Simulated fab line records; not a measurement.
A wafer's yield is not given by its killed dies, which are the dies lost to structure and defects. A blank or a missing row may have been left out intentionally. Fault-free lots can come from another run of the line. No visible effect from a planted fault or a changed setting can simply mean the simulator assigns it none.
2 desks looking at one fault || flow sky130 || every desk sees just its own numbers, and what lay behind them comes last

## FOR THE TOOL OWNER'S DESK: pvdSputter-02
At SKY_VIA4_SPUTTER_17 (material TiN, target thk 20 nm, time 80 s) the tool's own readings: per lot run on this tool, the mean of the sampled wafers that have a number. The brackets show how far a lot's mean lies from the usual mean; more than 4 standard deviations puts the lot out of limits, marked OUT.
Columns: A = chamberPressurePa at SKY_VIA4_SPUTTER_17, usual 4.999 Pa; B = throttleValvePct at SKY_VIA4_SPUTTER_17, usual 29.7 %
{"lot": "L264", "first seen here": "day 44 14:57", "A": 5.006, "B": 30.1}
{"lot": "L271", "first seen here": "day 46 07:41", "A": 4.995, "B": 30.0}
{"lot": "L273", "first seen here": "day 46 23:07", "A": 4.999, "B": 30.5}
This desk's finding: nothing out of limits on any of the 3 lots.

## THE METROLOGY DESK
Means of the sampled wafers that have a number, per lot and without regard to the tool the lot ran on: this is what the gauges read. The brackets show how far a lot's mean lies from the usual mean; more than 4 standard deviations puts the lot out of limits, marked OUT.
Columns: A = VIA4_OVL at SKY_VIA4_OVL_MEAS_11, usual 0.0 nm
{"lot": "L261", "first seen here": "day 43 16:02", "A": -2.2}
{"lot": "L264", "first seen here": "day 44 14:14", "A": 1.6}
{"lot": "L270", "first seen here": "day 46 05:26", "A": 2.7}
{"lot": "L271", "first seen here": "day 46 06:59", "A": -1.1}
{"lot": "L273", "first seen here": "day 46 22:25", "A": 0.0}
{"lot": "L280", "first seen here": "day 48 09:56", "A": 0.0}
This desk's finding: nothing out of limits on any of the 6 lots.

## TAKEN TOGETHER
The desk of the tool owner found nothing out of limits.
Metrology desk: nothing out of limits seen.

## WHAT THE SIMULATOR PUT IN
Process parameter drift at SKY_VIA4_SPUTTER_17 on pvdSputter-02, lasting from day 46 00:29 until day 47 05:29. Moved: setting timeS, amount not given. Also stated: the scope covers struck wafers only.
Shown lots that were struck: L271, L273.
